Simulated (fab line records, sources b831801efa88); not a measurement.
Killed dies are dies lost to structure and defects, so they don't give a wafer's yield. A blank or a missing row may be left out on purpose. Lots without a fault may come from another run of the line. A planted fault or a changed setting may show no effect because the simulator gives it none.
fab line records | flow sky130
record lots=12 wafers=36 last_day=50
route steps=708 shown METAL3@569 VIA3@575 METAL4@632 PAD_OPEN@708
lots that met no fault: from a run of the same line without faults
start_h: hours from the record's first day to the start of the lot's first wafer shown | wait_h: hours since the lot's step before | " the same as in the row above | L1.1+2: a row that stands for several wafers | - no value, or no start given | * or withheld: withheld | < > ~ a bound
route shown NAME@n: a module of which the file shows steps, and the number in the route of the first | usual: mean/standard deviation of fault-free wafers | same: alike in all rows | chamber/n: place in a boat | sites: the reading at each site | _std_site: their standard deviation | _edge_site: outer sites' mean less inner sites' | radius_mm: how far each site lies from the wafer's centre | mask NAME#n: copy n | behind: the tool/chamber that last shaped the wafer | hold: why the lot was held/for how many hours/how that ended | device: the transistor (n, p or np) that didn't switch | end of line: the same wafers' tests at the end of the route | a step without rows: its recipe alone | killed: dies lost to structure and defects at the first sort, not the wafer's yield | map: a wafer's dies, x killed, . not, _ none there
set.NAME: the setting as run; set.NAME@STEP: as run at that earlier step | model.NAME: the simulator's own value behind a step, which no gauge read
steps of the route over a sample of lots; a table a step, a row a wafer
services: from which hour (start_h, from the record's first day; less than 0 if before it) a tool's chamber was out of use, for how many hours, and why
## steps
# step SKY_METAL3_STRIP_19
# recipe chemistry=O2/N2 power_w=1400 pressure_mtorr=1500 platen_temp_c=withheld o2_flow_sccm=3000 n2_flow_sccm=300 overash_fraction=0.5
# usual drypump_motor_current_A=6.0/0.52 oes_product_au=0.503/0.0059 strip_time_to_endpoint_s=6.57/0.089
# columns lot.wafer tool chamber start_h wait_h drypump_motor_current_A oes_product_au rf_hours_counter_h strip_time_to_endpoint_s
L327.3 plasma_asher-01 0 895.18 0.2 5.8 0.505 - 6.70
L327.5 " 0 " " 5.8 0.509 - 6.66
L327.6 " 1 " " 6.5 0.505 - 6.63
L328.3 plasma_asher-01 1 901.45 0.1 6.5 0.502 - 6.59
L328.5 " 1 " " 6.5 0.507 - 6.56
L328.6 " 0 " " 5.8 0.504 - 6.55
L329.2 plasma_asher-04 1 906.25 0.1 5.3 0.504 75 6.60
L329.4 " 0 " " 6.5 0.507 - 6.64
L329.6 " 1 " " 5.3 0.501 - 6.44
L331.1 plasma_asher-03 1 922.27 0.1 5.5 0.496 110 6.34
L331.4 " 1 " " 5.5 0.486 - 6.34
L331.5 " 0 " " 6.7 0.497 - 6.34
L334.3 plasma_asher-03 1 947.25 0.1 5.5 0.492 - 6.38
L334.4 " 0 " " 6.7 0.511 - 6.62
L334.6 " 0 " " 6.7 0.505 - 6.66
L335.3 plasma_asher-04 1 952.70 0.1 5.4 0.499 - 6.45
L335.4 " 0 " " 6.5 0.497 - 6.59
L335.6 " 1 " " 5.4 0.502 - 6.46
L339.2 plasma_asher-03 0 981.92 0.1 6.7 0.497 117 6.47
L339.4 " 0 " " 6.6 0.499 - 6.45
L339.5 " 0 " " 6.6 0.512 - 6.61
L342.1 plasma_asher-01 0 1003.91 0.1 5.8 0.489 29 6.35
L342.4 " 1 " " 6.5 0.502 - 6.46
L342.5 " 1 " " 6.4 0.495 - 6.50
L343.1 plasma_asher-03 0 1010.21 0.1 6.7 0.503 120 6.58
L343.4 " 1 " " 5.5 0.502 - 6.59
L343.5 " 1 " " 5.5 0.505 - 6.58
L347.3 plasma_asher-04 1 1064.37 0.2 5.3 0.507 - 6.58
L347.4 " 0 " " 6.5 0.501 - 6.59
L347.6 " 1 " " 5.4 0.505 - 6.55
L350.1 plasma_asher-01 0 1065.97 0.1 5.8 0.498 35 6.61
L350.2 " 1 " " 6.5 0.506 35 6.61
L350.4 " 0 " " 5.8 0.503 - 6.55
L346.2 plasma_asher-01 0 1068.52 0.1 5.8 0.510 35 6.66
L346.5 " 0 " " 5.8 0.507 - 6.69
L346.6 " 1 " " 6.5 0.510 - 6.65
# step SKY_VIA3_CMP_02
# recipe material=SiO2 down_force_psi=4 platen_rpm=60 pad_velocity_m_s=0.94248
# usual motor_current_A=12.3/0.89
# columns lot.wafer tool chamber start_h wait_h motor_current_A
L327.3 cmp-01 1 896.02 0.1 12.1
L327.6 " 0 " " 12.5
L327.5 " 1 " " 12.3
L328.3 cmp-01 2 902.24 0.0 12.6
L328.6 " 2 " " 11.7
L328.5 " 3 " " 12.5
L329.4 cmp-01 2 907.12 0.1 12.7
L329.2 " 0 " " 13.1
L329.6 " 1 " " 12.3
L331.4 cmp-02 2 923.20 0.1 10.6
L331.1 " 3 " " 11.3
L331.5 " 1 " " 13.8
L334.3 cmp-02 0 948.04 0.0 12.6
L334.4 " 2 " " 11.4
L334.6 " 0 " " 12.5
L335.3 cmp-02 1 953.49 0.0 13.8
L335.4 " 0 " " 12.2
L335.6 " 1 " " 14.3
L339.2 cmp-02 0 983.05 0.3 12.5
L339.4 " 3 " " 11.3
L339.5 " 1 " " 13.6
L342.1 cmp-02 0 1004.83 0.1 12.1
L342.4 " 1 " " 13.4
L342.5 " 3 " " 10.9
L343.4 cmp-02 3 1011.08 0.1 10.9
L343.1 " 0 " " 12.5
L343.5 " 2 " " 10.9
L347.3 cmp-01 2 1065.15 0.0 12.2
L347.4 " 1 " " 12.2
L347.6 " 2 " " 11.8
L350.2 cmp-01 3 1066.79 0.0 12.0
L350.1 " 1 " " 12.8
L350.4 " 2 " " 11.6
L346.2 cmp-02 3 1069.34 0.0 11.9
L346.5 " 3 " " 11.3
L346.6 " 0 " " 12.5
# step SKY_METAL4_ETCH_16
# recipe chemistry=N2/H2 target=BARC ion_energy_ev=200 bias_w=100 pressure_mtorr=30 n2_flow_sccm=100 h2_flow_sccm=200 icp_w=500 stop_on=SiO2 time_s=88.2 target_depth_a=600
# usual drypump_motor_current_A=5.9/0.6 oes_product_au=0.626/0.0047 run_length_s=116.2/0.44 throttle_valve_pct=13.205/0.0092
# columns lot.wafer tool chamber start_h wait_h drypump_motor_current_A oes_product_au rf_hours_counter_h run_length_s throttle_valve_pct
L327.3 rie_metal-03 0 972.45 0.0 6.3 0.623 - 116.7 13.206
L327.5 " 0 " " 6.3 0.632 - 116.6 13.215
L327.6 " 1 " " 5.8 0.633 - 117.4 13.216
L328.3 rie_metal-01 1 979.22 0.0 5.0 0.624 - 116.0 13.197
L328.5 " 0 " " 5.7 0.628 - 115.8 13.197
L328.6 " 1 " " 5.0 0.625 - 116.0 13.207
L329.2 rie_metal-01 0 983.42 0.0 5.7 0.626 9 115.7 13.188
L329.4 " 0 " " 5.8 0.629 - 115.8 13.219
L329.6 " 1 " " 5.0 0.620 - 116.6 13.200
L331.1 rie_metal-01 0 997.37 0.0 5.7 0.623 10 116.2 13.204
L331.4 " 1 " " 5.0 0.618 - 115.7 13.207
L331.5 " 0 " " 5.8 0.622 - 116.0 13.205
L334.3 rie_metal-01 0 1021.05 0.0 5.7 0.770 - 95.7 13.233
L334.4 " 1 " " 5.0 0.624 - 115.9 13.192
L334.6 " 0 " " 5.8 0.621 - 115.9 13.187
L335.3 rie_metal-01 1 1025.91 0.0 5.0 0.766 - 95.7 13.218
L335.4 " 0 " " 5.7 0.617 - 115.9 13.190
L335.6 " 0 " " 5.7 0.634 - 116.0 13.227
L339.2 rie_metal-02 1 1053.97 0.0 6.6 0.629 8 116.2 13.213
L339.4 " 1 " " 6.5 0.630 - 116.1 13.212
L339.5 " 0 " " 6.6 0.619 - 116.2 13.194
L342.1 rie_metal-03 1 1073.94 0.0 5.8 0.622 13 117.4 13.211
L342.4 " 1 " " 5.8 0.631 - 116.8 13.219
L342.5 " 1 " " 5.8 0.630 - 117.2 13.209
L343.1 rie_metal-02 1 1079.17 0.0 6.5 0.619 10 116.4 13.188
L343.4 " 1 " " 6.6 0.625 - 116.2 13.202
L343.5 " 1 " " 6.6 0.625 - 116.3 13.206
L347.3 rie_metal-01 0 1126.96 0.0 5.8 0.621 - 115.7 13.197
L347.4 " 1 " " 5.0 0.632 - 115.7 13.208
L347.6 " 1 " " 5.0 0.625 - 116.3 13.219
L350.1 rie_metal-02 0 1129.09 0.0 6.6 0.627 19 116.4 13.203
L350.2 " 1 " " 6.6 0.628 15 116.0 13.195
L350.4 " 1 " " 6.6 0.622 - 116.0 13.215
L346.2 rie_metal-01 0 1130.94 0.0 5.7 0.635 18 115.9 13.210
L346.5 " 0 " " 5.7 0.622 - 115.6 13.196
L346.6 " 1 " " 5.0 0.630 - 115.8 13.209
# step SKY_METAL4_ETCH_17
# recipe target=SiO2 stop_on=TiN chemistry=C4F8/O2/Ar source_w=1500 bias_w=1200 pressure_mtorr=40 c4f8_flow_sccm=withheld O2_flow_sccm=6 Ar_flow_sccm=300 time_s=3.9 target_depth_a=150
# usual oes_product_au=0.758/0.0071
# columns lot.wafer tool chamber start_h wait_h oes_product_au rf_hours_counter_h
L327.3 rie_diel-04 0 972.52 0.0 0.750 12
L327.5 " 3 " " 0.768 -
L327.6 " 2 " " 0.755 -
L328.3 rie_diel-02 2 979.29 0.0 0.759 19
L328.5 " 0 " " 0.773 -
L328.6 " 1 " " 0.765 -
L329.2 rie_diel-04 2 983.52 0.1 0.746 22
L329.4 " 3 " " 0.758 -
L329.6 " 2 " " 0.742 -
L331.1 rie_diel-04 2 997.47 0.1 0.753 23
L331.4 " 3 " " 0.756 22
L331.5 " 1 " " 0.762 -
L334.3 rie_diel-01 0 1021.12 0.0 0.754 14
L334.4 " 2 " " 0.772 21
L334.6 " 2 " " 0.769 -
L335.3 rie_diel-02 2 1025.97 0.0 0.746 20
L335.4 " 0 " " 0.757 4
L335.6 " 1 " " 0.758 -
L339.2 rie_diel-02 1 1054.07 0.1 0.764 27
L339.4 " 0 " " 0.758 5
L339.5 " 1 " " 0.759 -
L342.1 rie_diel-02 1 1074.04 0.1 0.754 28
L342.4 " 1 " " 0.762 -
L342.5 " 2 " " 0.764 -
L343.1 rie_diel-04 1 1079.27 0.1 0.747 29
L343.4 " 2 " " 0.762 25
L343.5 " 1 " " 0.754 -
L347.3 rie_diel-04 0 1127.02 0.0 0.754 17
L347.4 " 1 " " 0.770 1
L347.6 " 0 " " 0.761 -
L350.1 rie_diel-02 1 1129.19 0.1 0.743 30
L350.2 " 2 " " 0.757 24
L350.4 " 1 " " 0.762 -
L346.2 rie_diel-01 3 1131.04 0.1 0.756 9
L346.5 " 2 " " 0.764 -
L346.6 " 1 " " 0.751 -
# step SKY_PAD_OPEN_PROBE_99
# usual defect_limited_yield=82.3/2 killed_at_M0_to_M3=43/6.8 killed_at_M4_up=3.2/1.9 killed_at_contacts=24/5 killed_at_front_end=16/4.9 killed_at_other=0.4/0.76 killed_dies=87/10 killed_open=47/7.3 killed_short=39/6.2 sort_bin_3_pad_short=0.9/0.4 sort_bin_5_function=10.5/1.5 sort_bin_6_memory=6.4/1.2 sort_n_pass=405/10 sort_yield_pct=82.3/2
# same gross_dies=492 killed_at_back_side=0 sort_bin_4_leakage[%]=0 sort_bin_8_speed[%]=0
# columns lot.wafer tool chamber start_h wait_h defect_limited_yield[%] killed_at_M0_to_M3 killed_at_M4_up killed_at_contacts killed_at_front_end killed_at_other killed_dies killed_open killed_short sort_bin_3_pad_short[%] sort_bin_5_function[%] sort_bin_6_memory[%] sort_n_pass sort_yield_pct[%]
L327.3 prober-02 - 1068.08 0.2 82.3 38 2 29 17 1 87 49 38 1.4 10.0 6.3 405 82.3
L327.5 prober-02 - 1068.18 0.2 78.7 46 3 29 27 0 105 64 41 1.2 13.8 6.3 387 78.7
L327.6 prober-02 - 1068.23 0.2 82.7 34 2 33 15 1 85 52 33 0.6 8.9 7.7 407 82.7
L328.3 prober-01 - 1074.42 0.2 84.3 46 2 18 11 0 77 46 31 0.4 8.7 6.5 415 84.3
L328.5 prober-01 - 1074.52 0.2 79.3 50 7 25 19 1 102 49 53 0.8 12.0 7.9 390 79.3
L328.6 prober-01 - 1074.57 0.2 82.9 38 2 28 16 0 84 52 32 0.2 10.6 6.3 408 82.9
L329.2 prober-02 - 1077.75 0.1 82.1 44 1 27 16 0 88 50 38 0.4 10.8 6.7 404 82.1
L329.4 prober-02 - 1077.85 0.2 82.3 45 5 18 19 0 87 44 43 1.6 10.8 5.3 405 82.3
L329.6 prober-02 - 1077.95 0.2 82.7 43 0 23 18 1 85 44 41 1.0 11.0 5.3 407 82.7
L331.1 prober-02 - 1090.87 0.1 81.5 42 6 26 17 0 91 48 43 0.8 11.0 6.7 401 81.5
L331.4 prober-02 - 1091.02 0.2 83.1 42 3 24 12 2 83 42 41 0.6 9.3 6.9 409 83.1
L331.5 prober-02 - 1091.07 0.2 80.9 48 3 23 20 0 94 53 41 0.4 12.8 5.9 398 80.9
L334.3 prober-01 - 1110.96 0.2 84.8 39 3 20 11 2 75 40 35 0.2 9.1 5.9 417 84.8
L334.4 prober-01 - 1111.01 0.2 80.7 48 2 26 19 0 95 59 36 0.8 12.0 6.5 397 80.7
L334.6 prober-01 - 1111.11 0.2 84.8 52 0 17 6 0 75 50 25 0.4 9.1 5.7 417 84.8
L335.3 prober-02 - 1115.70 0.2 81.5 41 3 27 20 0 91 43 48 0.8 12.6 5.1 401 81.5
L335.4 prober-02 - 1115.75 0.2 81.3 42 2 28 19 1 92 56 36 0.8 10.4 7.5 400 81.3
L335.6 prober-02 - 1115.85 0.2 81.1 47 4 25 17 0 93 48 45 0.4 10.8 7.7 399 81.1
L339.2 prober-02 - 1141.17 0.1 80.1 49 3 29 13 4 98 57 37 1.8 10.0 8.1 394 80.1
L339.4 prober-02 - 1141.27 0.2 81.9 48 4 18 19 0 89 50 39 0.8 11.6 5.7 403 81.9
L339.5 prober-02 - 1141.32 0.2 79.7 38 1 37 24 0 100 54 45 1.8 11.4 7.1 392 79.7
L342.1 prober-01 - 1157.92 0.1 85.6 42 1 19 9 0 71 36 35 0.6 7.9 5.9 421 85.6
L342.4 prober-01 - 1158.07 0.2 85.4 39 3 17 12 1 72 42 30 0.2 9.1 5.3 420 85.4
L342.5 prober-01 - 1158.12 0.2 86.6 29 3 23 8 3 66 33 33 0.8 7.7 4.9 426 86.6
L343.1 prober-02 - 1161.70 0.1 81.3 37 6 36 12 1 92 54 38 1.0 11.2 6.5 400 81.3
L343.4 prober-02 - 1161.85 0.2 84.3 41 3 22 11 0 77 43 34 0.2 10.0 5.5 415 84.3
L343.5 prober-02 - 1161.90 0.2 81.3 48 2 19 23 0 92 49 43 0.8 11.6 6.3 400 81.3
L347.3 prober-01 - 1201.06 0.2 82.9 42 4 24 14 0 84 57 27 1.4 10.8 4.9 408 82.9
L347.4 prober-01 - 1201.11 0.2 84.8 34 1 19 21 0 75 35 40 1.0 8.9 5.3 417 84.8
L347.6 prober-01 - 1201.21 0.2 88.0 22 3 25 9 0 59 36 23 0.6 6.1 5.3 433 88.0
L350.1 prober-02 - 1201.81 0.1 80.1 48 1 31 18 0 98 52 46 0.8 12.0 7.1 394 80.1
L350.2 prober-02 - 1201.86 0.1 84.1 36 1 26 14 1 78 44 34 1.2 9.1 5.5 414 84.1
L350.4 prober-02 - 1201.96 0.2 83.3 40 3 23 15 1 82 43 39 0.6 11.0 5.1 410 83.3
L346.2 prober-02 - 1204.61 0.1 84.1 40 0 22 16 0 78 47 31 1.0 8.3 6.5 414 84.1
L346.5 prober-02 - 1204.76 0.2 81.9 48 5 18 16 2 89 52 37 1.0 10.6 6.5 403 81.9
L346.6 prober-02 - 1204.81 0.2 81.9 51 2 24 12 0 89 53 36 0.8 10.4 6.9 403 81.9
# killed by level:class
L327.3 VIA1:geometric_particle:open=12 CONTACT:geometric_particle:open=9 FIELD_ISO:geometric_particle:open=7 CONTACT:geometric_particle:short=6 LI_CONTACT:geometric_particle:open=5 FIELD_ISO:geometric_particle:short=4 VIA1:geometric_particle:short=4 LI_CONTACT:geometric_particle:short=4
L327.5 VIA1:geometric_particle:open=18 FIELD_ISO:geometric_particle:open=10 LI_CONTACT:geometric_particle:open=9 VIA2:geometric_particle:open=8 CONTACT:geometric_particle:open=7 FIELD_ISO:geometric_particle:short=6 CONTACT:geometric_particle:short=6 LOCAL_INTERCONNECT:geometric_particle:short=4
L327.6 CONTACT:geometric_particle:open=16 LI_CONTACT:geometric_particle:open=7 VIA1:geometric_particle:open=7 VIA1:geometric_particle:short=5 VIA2:geometric_particle:open=5 FIELD_ISO:geometric_particle:short=4 POLY_GATE:geometric_particle:open=4 LI_CONTACT:geometric_particle:short=4
L328.3 VIA1:geometric_particle:open=9 VIA2:geometric_particle:open=9 POLY_GATE:geometric_particle:open=6 METAL2:geometric_particle:short=6 LI_CONTACT:geometric_particle:open=5 CONTACT:geometric_particle:open=5 VIA3:geometric_particle:open=5 LOCAL_INTERCONNECT:geometric_particle:short=4
L328.5 CONTACT:geometric_particle:open=9 VIA1:geometric_particle:open=9 METAL2:geometric_particle:short=8 POLY_GATE:geometric_particle:open=7 VIA1:geometric_particle:short=7 LI_CONTACT:geometric_particle:open=6 CONTACT:geometric_particle:short=6 METAL1:geometric_particle:short=6
L328.6 CONTACT:geometric_particle:open=18 VIA1:geometric_particle:open=11 FIELD_ISO:geometric_particle:open=7 METAL1:geometric_particle:short=5 CONTACT:geometric_particle:short=4 METAL2:geometric_particle:short=4 VIA2:geometric_particle:open=4 POLY_GATE:geometric_particle:open=3
L329.2 LI_CONTACT:geometric_particle:open=11 VIA1:geometric_particle:open=9 VIA2:geometric_particle:open=9 POLY_GATE:geometric_particle:open=5 LI_CONTACT:geometric_particle:short=5 LOCAL_INTERCONNECT:geometric_particle:short=5 METAL2:geometric_particle:short=5 VIA1:geometric_particle:short=5
L329.4 VIA1:geometric_particle:open=12 CONTACT:geometric_particle:open=7 VIA1:geometric_particle:short=7 VIA3:geometric_particle:open=7 METAL1:geometric_particle:short=6 POLY_GATE:geometric_particle:open=5 LI_CONTACT:geometric_particle:open=5 FIELD_ISO:geometric_particle:short=4
L329.6 VIA1:geometric_particle:open=15 POLY_GATE:geometric_particle:short=12 CONTACT:geometric_particle:open=11 LI_CONTACT:geometric_particle:open=5 VIA1:geometric_particle:short=5 VIA2:geometric_particle:open=4 METAL1:geometric_particle:short=4 METAL2:geometric_particle:short=4
L331.1 VIA1:geometric_particle:open=12 CONTACT:geometric_particle:open=10 METAL2:geometric_particle:short=6 VIA3:geometric_particle:short=6 LOCAL_INTERCONNECT:geometric_particle:short=5 LI_CONTACT:geometric_particle:open=5 METAL1:geometric_particle:short=5 POLY_GATE:geometric_particle:short=4
L331.4 VIA1:geometric_particle:open=13 CONTACT:geometric_particle:open=10 VIA2:geometric_particle:open=7 LI_CONTACT:geometric_particle:open=7 METAL1:geometric_particle:short=7 METAL2:geometric_particle:short=6 LOCAL_INTERCONNECT:geometric_particle:short=4 VIA1:geometric_particle:short=4
L331.5 VIA1:geometric_particle:open=13 CONTACT:geometric_particle:open=9 VIA3:geometric_particle:open=8 FIELD_ISO:geometric_particle:open=7 CONTACT:geometric_particle:short=6 VIA1:geometric_particle:short=6 POLY_GATE:geometric_particle:open=5 METAL2:geometric_particle:short=5
L334.3 VIA1:geometric_particle:open=10 LI_CONTACT:geometric_particle:open=7 CONTACT:geometric_particle:open=7 METAL1:geometric_particle:short=5 VIA2:geometric_particle:short=4 FIELD_ISO:geometric_particle:short=4 CONTACT:geometric_particle:short=4 METAL1:geometric_particle:open=4
L334.4 VIA1:geometric_particle:open=16 LI_CONTACT:geometric_particle:open=10 CONTACT:geometric_particle:open=10 VIA1:geometric_particle:short=10 VIA2:geometric_particle:open=7 VIA3:geometric_particle:open=5 FIELD_ISO:geometric_particle:open=4 POLY_GATE:geometric_particle:short=4
L334.6 VIA1:geometric_particle:open=20 METAL2:geometric_particle:short=9 CONTACT:geometric_particle:open=7 VIA3:geometric_particle:open=6 VIA2:geometric_particle:open=5 LI_CONTACT:geometric_particle:open=4 METAL3:geometric_particle:short=4 FIELD_ISO:geometric_particle:open=3
L335.3 METAL3:geometric_particle:short=8 VIA2:geometric_particle:open=7 LI_CONTACT:geometric_particle:open=7 CONTACT:geometric_particle:open=7 VIA1:geometric_particle:open=7 POLY_GATE:geometric_particle:open=5 POLY_GATE:geometric_particle:short=5 LOCAL_INTERCONNECT:geometric_particle:short=5
L335.4 CONTACT:geometric_particle:open=12 VIA1:geometric_particle:open=9 POLY_GATE:geometric_particle:open=8 VIA3:geometric_particle:open=7 LI_CONTACT:geometric_particle:open=6 METAL1:geometric_particle:short=6 VIA2:geometric_particle:open=6 METAL3:geometric_particle:short=5
L335.6 CONTACT:geometric_particle:open=11 VIA1:geometric_particle:open=10 VIA2:geometric_particle:open=9 VIA3:geometric_particle:open=8 FIELD_ISO:geometric_particle:short=5 CONTACT:geometric_particle:short=5 POLY_GATE:geometric_particle:short=4 VIA3:geometric_particle:short=4
L339.2 CONTACT:geometric_particle:open=15 VIA1:geometric_particle:open=14 VIA3:geometric_particle:open=9 METAL1:geometric_particle:short=6 LI_CONTACT:geometric_particle:open=5 FIELD_ISO:geometric_particle:open=4 LOCAL_INTERCONNECT:geometric_particle:short=4 VIA1:geometric_particle:short=4
L339.4 METAL1:geometric_particle:short=9 VIA2:geometric_particle:open=8 VIA1:geometric_particle:open=7 CONTACT:geometric_particle:open=7 FIELD_ISO:geometric_particle:open=6 POLY_GATE:geometric_particle:open=6 FIELD_ISO:geometric_particle:short=5 LI_CONTACT:geometric_particle:open=5
L339.5 CONTACT:geometric_particle:open=13 CONTACT:geometric_particle:short=9 VIA1:geometric_particle:open=9 POLY_GATE:geometric_particle:short=8 VIA2:geometric_particle:open=7 POLY_GATE:geometric_particle:open=6 METAL1:geometric_particle:short=6 VIA3:geometric_particle:open=6
L342.1 VIA1:geometric_particle:open=12 LI_CONTACT:geometric_particle:open=6 LI_CONTACT:geometric_particle:short=5 METAL1:geometric_particle:short=5 VIA1:geometric_particle:short=5 VIA2:geometric_particle:short=5 METAL2:geometric_particle:short=4 VIA2:geometric_particle:open=4
L342.4 VIA1:geometric_particle:open=11 LI_CONTACT:geometric_particle:open=6 METAL1:geometric_particle:short=6 POLY_GATE:geometric_particle:open=5 VIA3:geometric_particle:open=5 LOCAL_INTERCONNECT:geometric_particle:short=4 CONTACT:geometric_particle:open=4 VIA2:geometric_particle:open=4
L342.5 LI_CONTACT:geometric_particle:open=9 CONTACT:geometric_particle:open=6 VIA1:geometric_particle:short=6 VIA1:geometric_particle:open=6 METAL2:geometric_particle:short=4 SPACER:geometric_particle:short=3 LI_CONTACT:geometric_particle:short=3 LOCAL_INTERCONNECT:geometric_particle:short=3
L343.1 LI_CONTACT:geometric_particle:open=13 CONTACT:geometric_particle:open=13 VIA1:geometric_particle:open=11 METAL1:geometric_particle:short=8 CONTACT:geometric_particle:short=6 FIELD_ISO:geometric_particle:short=5 VIA2:geometric_particle:open=4 METAL2:geometric_particle:short=4
L343.4 VIA2:geometric_particle:open=10 VIA1:geometric_particle:open=9 CONTACT:geometric_particle:open=8 METAL1:geometric_particle:short=7 VIA3:geometric_particle:open=5 LOCAL_INTERCONNECT:geometric_particle:short=5 POLY_GATE:geometric_particle:short=4 LI_CONTACT:geometric_particle:open=4
L343.5 VIA1:geometric_particle:open=14 VIA3:geometric_particle:short=7 CONTACT:geometric_particle:open=7 FIELD_ISO:geometric_particle:short=6 FIELD_ISO:geometric_particle:open=5 LI_CONTACT:geometric_particle:open=5 POLY_GATE:geometric_particle:open=5 METAL1:geometric_particle:short=5
L347.3 VIA1:geometric_particle:open=10 CONTACT:geometric_particle:open=10 FIELD_ISO:geometric_particle:open=8 VIA2:geometric_particle:open=8 LI_CONTACT:geometric_particle:open=6 VIA3:geometric_particle:open=5 METAL1:geometric_particle:open=4 VIA3:geometric_particle:short=4
L347.4 FIELD_ISO:geometric_particle:short=7 CONTACT:geometric_particle:open=7 FIELD_ISO:geometric_particle:open=6 VIA1:geometric_particle:open=6 METAL2:geometric_particle:short=6 VIA3:geometric_particle:open=5 POLY_GATE:geometric_particle:short=4 LOCAL_INTERCONNECT:geometric_particle:short=4
L347.6 CONTACT:geometric_particle:open=13 VIA1:geometric_particle:open=6 LI_CONTACT:geometric_particle:open=5 LOCAL_INTERCONNECT:geometric_particle:short=4 FIELD_ISO:geometric_particle:short=3 CONTACT:geometric_particle:short=3 VIA3:geometric_particle:open=3 VIA2:geometric_particle:open=3
L350.1 VIA1:geometric_particle:open=12 CONTACT:geometric_particle:open=11 CONTACT:geometric_particle:short=9 VIA1:geometric_particle:short=8 LI_CONTACT:geometric_particle:open=7 VIA3:geometric_particle:open=7 POLY_GATE:geometric_particle:short=6 VIA2:geometric_particle:open=5
L350.2 CONTACT:geometric_particle:open=11 LI_CONTACT:geometric_particle:open=9 VIA1:geometric_particle:open=7 METAL3:geometric_particle:short=7 METAL1:geometric_particle:short=6 FIELD_ISO:geometric_particle:open=4 FIELD_ISO:geometric_particle:short=4 VIA2:geometric_particle:open=4
L350.4 LI_CONTACT:geometric_particle:open=11 VIA1:geometric_particle:open=9 POLY_GATE:geometric_particle:short=6 CONTACT:geometric_particle:open=6 VIA2:geometric_particle:open=6 METAL2:geometric_particle:short=5 METAL3:geometric_particle:short=5 METAL1:geometric_particle:short=4
L346.2 VIA1:geometric_particle:open=11 LI_CONTACT:geometric_particle:open=8 METAL1:geometric_particle:short=7 POLY_GATE:geometric_particle:open=6 VIA3:geometric_particle:open=6 CONTACT:geometric_particle:open=5 VIA2:geometric_particle:open=5 LOCAL_INTERCONNECT:geometric_particle:short=4
L346.5 VIA1:geometric_particle:open=13 CONTACT:geometric_particle:open=10 VIA3:geometric_particle:open=8 METAL2:geometric_particle:short=7 POLY_GATE:geometric_particle:short=6 METAL1:geometric_particle:open=5 VIA1:geometric_particle:short=5 VIA2:geometric_particle:open=4
L346.6 VIA1:geometric_particle:open=10 VIA2:geometric_particle:open=9 METAL1:geometric_particle:short=9 LI_CONTACT:geometric_particle:open=8 VIA3:geometric_particle:open=8 CONTACT:geometric_particle:open=7 METAL2:geometric_particle:short=6 CONTACT:geometric_particle:short=5
## services
# columns tool chamber start_h hours kind
cmp-01 - 877.82 12.5 repair
rie_diel-04 0 886.69 42.2 repair
cmp-01 - 890.29 3.9 pm
plasma_asher-03 - 908.79 4.1 repair
cmp-01 - 912.16 4.0 pm
cmp-02 - 913.78 4.6 repair
rie_diel-02 - 947.96 2.8 pm
plasma_asher-03 - 950.21 2.2 repair
cmp-01 - 978.68 4.7 repair
rie_diel-04 1 979.75 9.2 repair
rie_diel-02 0 1005.96 1.2 repair
rie_diel-04 1 1039.30 4.3 repair
rie_diel-04 2 1060.72 6.0 repair
rie_diel-02 0 1070.52 6.6 repair
cmp-01 - 1083.62 0.3 repair
cmp-02 - 1084.17 4.0 pm
rie_diel-04 1 1085.85 9.9 repair
cmp-02 - 1090.48 4.8 pm
rie_metal-01 - 1093.02 2.8 pm
rie_diel-04 - 1103.65 0.3 repair
cmp-01 - 1104.73 0.5 repair
rie_diel-02 3 1110.17 19.7 repair
cmp-01 - 1111.44 0.5 repair
rie_diel-04 3 1129.79 11.0 repair
## key
first_sign step=SKY_METAL4_ETCH_16 reading=run_length_s direction=down sigmas=46 usual=* struck=*
effect step=SKY_METAL4_ETCH_16 reading=oes_product_au direction=up sigmas=31 usual=0.626 struck=0.768
met_at SKY_METAL4_ETCH_16
struck_lots L334,L335
struck_wafers L334.3,L335.3
not_acting_at SKY_METAL3_STRIP_19,SKY_VIA3_CMP_02,SKY_METAL4_ETCH_17
onset_between 997.37 1021.05
fault kind=process_parameter_drift tool=rie_metal-01 chamber=- onset_h=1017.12 steps=SKY_METAL4_ETCH_16 channel=time_s offset=* shape=step end_h=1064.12 scope=struck_wafers_only acts_in=* stated=*
